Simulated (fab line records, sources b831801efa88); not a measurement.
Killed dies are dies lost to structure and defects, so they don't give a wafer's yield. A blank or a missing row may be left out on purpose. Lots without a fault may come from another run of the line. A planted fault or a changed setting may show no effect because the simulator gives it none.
A struck lot beside a sound one | flow gf180mcu | 27 steps out of a route of 602
Sound: wafers L917.1, L917.3, L917.4. Struck: wafers L931.1, L931.2, L931.3. The cause comes at the end.
At each step with rows: each side's tool, then ch and its chambers, then its first start. Under that, the readings that differ: sound wafers | struck wafers | difference of the means | sigmas: that difference in standard deviations of wafers without a fault.
alike: readings whose means differ by less than 2 such deviations, and words and numbers that are the same on both sides. not compared: withheld readings, readings that some wafer has no value for, bounds like >300 that may hide the same value, and numbers for which the record gives no deviation and whose values overlap.
The two part at a step that has a row with sigmas, a row that says differs or no value, or rows on one side only. Numbers that don't overlap but have no deviation are shown without sigmas and don't part them. A reading that every wafer of one side lacks parts them only if that side has two wafers or more.

GF_HV_LDD_ETCHBACK_58: etches Si3N4 in CH3F/O2, stops on SiO2, time 100 s, target depth 90 nm.
  sound on rie_diel-03 ch 0,1,2, day 13 08:20; struck on rie_diel-04 ch 0,2,3, day 17 22:13
  alike: ch3f_flow_sccm, drypump_motor_current_A, oes_product_au, throttle_valve_pct
  not compared: rf_hours_counter_h
then, 7 steps without rows for these wafers: GF_NSD_DEHYDRATE_00 (time 60 s); GF_NSD_HMDS_01 (prime time 60 s); GF_NSD_COAT_02 (resist thk 1000 nm); GF_NSD_SOFTBAKE_03 (time 60 s); GF_NSD_EXPOSE_04 (exposes mask Nplus, target cd 400 nm); GF_NSD_PEB_05; GF_NSD_DEVELOP_06 (develop time 60 s).
GF_NSD_CD_MEAS_07: target cd 400 nm.
  sound on cd_sem-02, day 14 04:59; struck on cd_sem-01, day 18 21:07
  alike: cd_nm
GF_NSD_OVL_MEAS_08:
  sound on overlay-01, day 14 05:06; struck on overlay-01, day 18 21:14
  alike: NSD_OVL
then, 2 steps without rows for these wafers: GF_NSD_IMPLANT_09; GF_NSD_IMPLANT_10.
GF_NSD_STRIP_11: strips in O2/N2.
  sound on plasma_asher-04 ch 0,1, day 14 05:26; struck on plasma_asher-04 ch 0,1, day 18 21:34
  reading                                  | sound             | struck            | difference                    | sigmas
  strip_time_to_endpoint_s (s)             | 23.12 23.10 23.10 | - - -             | no value on the struck wafers |
  model.NOVOLAK_of_NSD_COAT_02.thk_nm (nm) | 0 0 0             | 396.9 397.1 396.3 | +396.8                        |
  alike: drypump_motor_current_A, heater_power_w, oes_product_au
  not compared: rf_hours_counter_h
GF_NSD_TW_MEAS_12:
  sound on film_metro-02, day 14 05:32; struck on film_metro-02, day 18 21:40
  alike: NSD_TW
then, 7 steps without rows for these wafers: GF_PSD_DEHYDRATE_00 (time 60 s); GF_PSD_HMDS_01 (prime time 60 s); GF_PSD_COAT_02 (resist thk 1000 nm); GF_PSD_SOFTBAKE_03 (time 60 s); GF_PSD_EXPOSE_04 (exposes mask Pplus, target cd 400 nm); GF_PSD_PEB_05; GF_PSD_DEVELOP_06 (develop time 60 s).
GF_PSD_CD_MEAS_07: target cd 400 nm.
  sound on cd_sem-02, day 15 02:40; struck on cd_sem-01, day 19 21:34
  alike: cd_nm
GF_PSD_OVL_MEAS_08:
  sound on overlay-01, day 15 02:47; struck on overlay-02, day 19 21:41
  alike: PSD_OVL
then, 1 step without rows for these wafers: GF_PSD_IMPLANT_09.
GF_PSD_STRIP_10: strips in O2/N2.
  sound on plasma_asher-03 ch 0,1, day 15 02:58; struck on plasma_asher-03 ch 0,1, day 19 21:52
  reading                      | sound             | struck            | difference | sigmas
  oes_product_au (a.u.)        | 0.586 0.600 0.599 | 0.630 0.623 0.626 | +0.031     | +7
  strip_time_to_endpoint_s (s) | 16.59 16.53 16.55 | 22.50 22.49 22.49 | +5.94      | +99 or more
  alike: drypump_motor_current_A, heater_power_w
  not compared: rf_hours_counter_h
GF_PSD_TW_MEAS_11:
  sound on film_metro-02, day 15 03:04; struck on film_metro-01, day 19 21:58
  reading | sound          | struck   | difference | sigmas
  PSD_TW  | 3163 3170 3162 | 30 30 30 | -3135      | -99 or more
then, 1 step without rows for these wafers: GF_PSD_CLEAN_12 (cleans in SC1/SC2, time 150 s).

WHERE THEY PART
First at GF_NSD_STRIP_11; last, within this record, at GF_PSD_TW_MEAS_11.

WHY: what the simulator had put in
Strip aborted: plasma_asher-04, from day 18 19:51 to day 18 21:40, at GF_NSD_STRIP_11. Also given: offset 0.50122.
